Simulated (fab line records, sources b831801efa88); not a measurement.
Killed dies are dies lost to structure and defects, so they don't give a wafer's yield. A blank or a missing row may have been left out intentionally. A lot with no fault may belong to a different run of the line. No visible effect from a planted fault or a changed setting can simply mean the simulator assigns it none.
Which tool was responsible? | flow gf180mcu | 72 wafers from 24 lots sampled at 5 of the route's 602 steps

== WHAT EACH GAUGE READ, for each wafer ==
GF_SAB_THK_MEAS_01. Usual: for SAB_CVD_00_THK the level is 49.9 nm and the standard deviation is 0.61.
lot  | measured     | on            | SAB_CVD_00_THK (nm) | flag
L074 | day 14 07:15 | film metro-02 | 50.0 50.4 50.6      |
L075 | day 14 13:28 | film metro-03 | 49.4 49.2 50.1      |
L076 | day 14 18:46 | film metro-03 | 49.6 50.3 50.0      |
L077 | day 15 12:29 | film metro-01 | 49.9 50.0 50.0      |
L078 | day 15 16:53 | film metro-01 | 49.5 48.7 50.4      |
L079 | day 15 22:04 | film metro-02 | 49.9 49.8 49.9      |
L080 | day 16 09:23 | film metro-02 | 49.9 50.1 50.4      |
L081 | day 16 19:39 | film metro-01 | 49.9 50.6 51.3      |
L082 | day 16 22:42 | film metro-02 | 48.9 49.4 49.5      |
L083 | day 17 11:02 | film metro-02 | 50.3 51.2 50.7      |
L084 | day 17 18:31 | film metro-01 | 49.7 50.6 51.0      |
L085 | day 18 01:38 | film metro-02 | 48.9 50.2 49.9      |
L086 | day 18 09:11 | film metro-02 | 49.5 50.3 50.6      |
L087 | day 18 20:03 | film metro-01 | 49.2 48.9 50.2      |
L088 | day 19 01:36 | film metro-01 | 48.8 49.8 49.9      |
L089 | day 19 16:35 | film metro-01 | 49.6 50.1 50.1      |
L090 | day 19 19:31 | film metro-02 | 49.0 50.8 50.3      |
L091 | day 20 02:32 | film metro-02 | 48.9 50.2 50.1      |
L092 | day 20 11:20 | film metro-02 | 50.2 49.6 50.4      |
L093 | day 20 21:55 | film metro-02 | 50.3 51.1 50.5      |
L094 | day 21 07:33 | film metro-01 | 49.3 49.6 50.9      |
L095 | day 21 12:18 | film metro-01 | 49.4 50.6 50.0      |
L096 | day 22 00:10 | film metro-01 | 49.5 50.0 49.8      |
L097 | day 22 11:25 | film metro-01 | 49.7 50.1 50.3      |

GF_M2_RS_MEAS_05: uses a four-point probe to measure. Usual: for M2_ALCU_RS the level is 0.0695 ohm/sq and the standard deviation is 0.00069.
lot  | measured     | on            | M2_ALCU_RS (ohm/sq)  | flag
L074 | day 18 04:34 | film metro-01 | 0.0695 0.0696 0.0693 |
L075 | day 18 10:26 | film metro-02 | 0.0689 0.0686 0.0690 |
L076 | day 18 16:22 | film metro-04 | 0.0694 0.0690 0.0697 |
L077 | day 19 11:53 | film metro-01 | 0.0702 0.0697 0.0702 |
L078 | day 19 19:19 | film metro-01 | 0.0702 0.0689 0.0691 |
L079 | day 19 22:10 | film metro-04 | 0.0705 0.0715 0.0709 |
L080 | day 20 12:52 | film metro-01 | 0.0691 0.0697 0.0695 |
L081 | day 21 00:12 | film metro-04 | 0.0693 0.0696 0.0687 |
L082 | day 21 04:47 | film metro-01 | 0.0698 0.0695 0.0699 |
L083 | day 21 15:52 | film metro-04 | 0.0706 0.0714 0.0708 |
L084 | day 22 00:21 | film metro-02 | 0.0695 0.0699 0.0697 |
L085 | day 22 07:42 | film metro-01 | 0.0696 0.0695 0.0691 |
L086 | day 22 16:09 | film metro-04 | 0.0685 0.0692 0.0690 |
L087 | day 23 01:09 | film metro-04 | 0.0690 0.0700 0.0698 |
L088 | day 23 07:19 | film metro-01 | 0.0686 0.0692 0.0691 |
L089 | day 23 21:30 | film metro-02 | 0.0707 0.0705 0.0691 |
L090 | day 23 23:35 | film metro-01 | 0.0695 0.0682 0.0693 |
L091 | day 24 05:29 | film metro-01 | 0.0685 0.0683 0.0689 |
L092 | day 24 14:58 | film metro-01 | 0.0693 0.0699 0.0685 |
L093 | day 25 00:03 | film metro-02 | 0.0705 0.0697 0.0699 |
L094 | day 25 09:34 | film metro-04 | 0.0702 0.0696 0.0696 |
L095 | day 25 14:00 | film metro-04 | 0.0689 0.0693 0.0687 |
L096 | day 25 23:45 | film metro-04 | 0.0688 0.0700 0.0691 |
L097 | day 26 08:53 | film metro-02 | 0.0707 0.0702 0.0707 |

GF_V3_OVL_MEAS_15. Usual: for V3_OVL the level is 1 nm and the standard deviation is 5.4.
lot  | measured     | on         | V3_OVL (nm) | flag
L074 | day 22 08:16 | overlay-01 | -3 1 3      |
L075 | day 22 15:29 | overlay-01 | -3 2 2      |
L076 | day 22 21:55 | overlay-01 | 1 8 5       |
L077 | day 23 14:40 | overlay-02 | 2 2 0       |
L078 | day 23 21:05 | overlay-02 | -2 -1 -3    |
L079 | day 24 00:45 | overlay-02 | 13 14 3     |
L080 | day 24 14:26 | overlay-02 | -4 5 5      |
L081 | day 25 00:36 | overlay-02 | -3 -6 3     |
L082 | day 25 03:37 | overlay-01 | 10 1 9      |
L083 | day 25 15:36 | overlay-01 | 6 4 9       |
L084 | day 25 22:31 | overlay-01 | -3 -5 0     |
L085 | day 26 04:19 | overlay-01 | 5 5 2       |
L086 | day 26 11:39 | overlay-01 | -5 -9 -4    |
L087 | day 26 20:28 | overlay-02 | 1 -8 -1     |
L088 | day 27 01:07 | overlay-02 | 11 4 5      |
L089 | day 27 14:22 | overlay-02 | -11 -4 -12  |
L090 | day 27 16:16 | overlay-02 | 1 -1 9      |
L091 | day 27 21:32 | overlay-02 | -8 1 0      |
L092 | day 28 05:05 | overlay-02 | -3 -4 -6    |
L093 | day 28 14:38 | overlay-02 | -6 1 -10    |
L094 | day 28 22:09 | overlay-02 | 5 0 2       |
L095 | day 29 04:04 | overlay-01 | 3 3 7       |
L096 | day 29 12:22 | overlay-02 | 3 2 0       |
L097 | day 29 20:18 | overlay-02 | -6 -10 -5   |

GF_V3_RS_MEAS_24: uses a four-point probe to measure. Usual: for V3_W_RS the level is 0.326 ohm/sq and the standard deviation is 0.0059.
lot  | measured     | on            | V3_W_RS (ohm/sq)  | flag
L074 | day 22 09:10 | film metro-01 | 0.331 0.326 0.319 |
L075 | day 22 16:32 | film metro-01 | 0.323 0.321 0.321 |
L076 | day 22 22:50 | film metro-01 | 0.327 0.333 0.328 |
L077 | day 23 15:34 | film metro-01 | 0.334 0.320 0.331 |
L078 | day 23 22:00 | film metro-01 | 0.336 0.333 0.337 |
L079 | day 24 01:40 | film metro-01 | 0.321 0.321 0.330 |
L080 | day 24 15:46 | film metro-01 | 0.322 0.324 0.317 |
L081 | day 25 01:38 | film metro-03 | 0.321 0.326 0.322 |
L082 | day 25 04:59 | film metro-01 | 0.321 0.320 0.322 |
L083 | day 25 16:31 | film metro-01 | 0.324 0.334 0.335 |
L084 | day 25 23:32 | film metro-03 | 0.336 0.327 0.337 |
L085 | day 26 05:13 | film metro-02 | 0.320 0.320 0.328 |
L086 | day 26 12:35 | film metro-03 | 0.334 0.335 0.331 |
L087 | day 26 21:25 | film metro-01 | 0.319 0.332 0.331 |
L088 | day 27 02:04 | film metro-03 | 0.318 0.330 0.324 |
L089 | day 27 15:20 | film metro-03 | 0.318 0.331 0.319 |
L090 | day 27 17:11 | film metro-03 | 0.333 0.324 0.331 |
L091 | day 27 22:28 | film metro-03 | 0.337 0.325 0.321 |
L092 | day 28 06:01 | film metro-02 | 0.330 0.318 0.318 |
L093 | day 28 15:34 | film metro-01 | 0.334 0.320 0.320 |
L094 | day 28 23:07 | film metro-01 | 0.331 0.319 0.333 |
L095 | day 29 05:02 | film metro-01 | 0.322 0.337 0.319 |
L096 | day 29 13:18 | film metro-03 | 0.328 0.322 0.331 |
L097 | day 29 21:14 | film metro-01 | 0.324 0.321 0.334 |

== EACH LOT AND THE TOOL THAT RAN IT (in order: tool; ch and the chambers of the sampled wafers; start) ==
lot  | GF_V1_ETCH_17
L074 | rie diel-03 ch 0,1,2, day 18 04:34 or earlier
L075 | rie diel-04 ch 1,2,3, day 18 10:26 or earlier
L076 | rie diel-04 ch 0,1,2, day 18 16:22 or earlier
L077 | rie diel-02 ch 0,2,3, day 19 11:53 or earlier
L078 | rie diel-03 ch 1,2,3, day 19 19:19 or earlier
L079 | rie diel-04 ch 0,1,3, day 19 22:10 or earlier
L080 | rie diel-04 ch 0,1,3, day 20 12:52 or earlier
L081 | rie diel-04 ch 0,1,2, day 21 00:12 or earlier
L082 | rie diel-04 ch 0,1,2, day 21 04:47 or earlier
L083 | rie diel-03 ch 1,2, day 21 15:52 or earlier
L084 | rie diel-02 ch 2,3, day 22 00:21 or earlier
L085 | rie diel-03 ch 0,3, day 22 07:42 or earlier
L086 | rie diel-02 ch 1,3, day 22 16:09 or earlier
L087 | rie diel-03 ch 0,2, day 23 01:09 or earlier
L088 | rie diel-04 ch 1,2,3, day 23 07:19 or earlier
L089 | rie diel-03 ch 0,1, day 23 21:30 or earlier
L090 | rie diel-02 ch 0,2,3, day 23 23:35 or earlier
L091 | rie diel-02 ch 0,1,3, day 24 05:29 or earlier
L092 | rie diel-03 ch 0,1,3, day 24 14:58 or earlier
L093 | rie diel-04 ch 0,2,3, day 25 00:03 or earlier
L094 | rie diel-03 ch 1,3, day 25 09:34 or earlier
L095 | rie diel-04 ch 1,2, day 25 14:00 or earlier
L096 | rie diel-03 ch 0,1,3, day 25 23:45 or earlier
L097 | rie diel-03 ch 0,2,3, day 26 08:53 or earlier
- GF_V1_ETCH_17: etches SiO2 in C4F8/O2/Ar, stops on TiN, target depth 630 nm.

== AS READ BY THE TOOLS THEMSELVES (means over the sampled wafers that have a number; for cases with no such wafer, the mark the record gives instead) ==
GF_V1_ETCH_17. Usual: oes product au 0.855 a.u., standard deviation 0.0049; rf fwd power W 1493 W, standard deviation 5.1.
lot  | tool        | oes product au (a.u.) | rf fwd power W (W) | flag
L074 | rie diel-03 | 0.852                 | 1493               |
L075 | rie diel-04 | 0.854                 | 1492               |
L076 | rie diel-04 | 0.856                 | 1491               |
L077 | rie diel-02 | 0.855                 | 1497               |
L078 | rie diel-03 | 0.855                 | 1496               |
L079 | rie diel-04 | 0.850                 | 1493               |
L080 | rie diel-04 | 0.855                 | 1497               |
L081 | rie diel-04 | 0.853                 | 1491               |
L082 | rie diel-04 | 0.854                 | 1492               |
L083 | rie diel-03 | 0.857                 | 1494               |
L084 | rie diel-02 | 0.858                 | 1489               |
L085 | rie diel-03 | 0.859                 | 1493               |
L086 | rie diel-02 | 0.855                 | 1500               |
L087 | rie diel-03 | 0.857                 | 1495               |
L088 | rie diel-04 | 0.851                 | 1491               |
L089 | rie diel-03 | 0.855                 | 1487               |
L090 | rie diel-02 | 0.854                 | 1492               |
L091 | rie diel-02 | 0.857                 | 1492               |
L092 | rie diel-03 | 0.853                 | 1498               |
L093 | rie diel-04 | 0.856                 | 1493               |
L094 | rie diel-03 | 0.853                 | 1494               |
L095 | rie diel-04 | 0.854                 | 1497               |
L096 | rie diel-03 | 0.855                 | 1491               |
L097 | rie diel-03 | 0.856                 | 1500               |

== THE ANSWER, worked out from the rows above alone ==
Rule: lot off if the mean of its wafers having a number is beyond 3 standard deviations from the usual mean. A lot without any number at a reading at which 4 lots or more have one is off too. Any other lot the step has rows for is counted as sound. The gauges are gone through in route order, then the tools' own readings, and for those a lot's mean is taken as printed above. The first step at which some lot is off is used, and at that step the reading that is off furthest; a lot without a number counts as furthest.
Across all readings shown, no lot is off: no conclusion can be drawn from this.

== WHAT THE SIMULATOR HAD PUT IN ==
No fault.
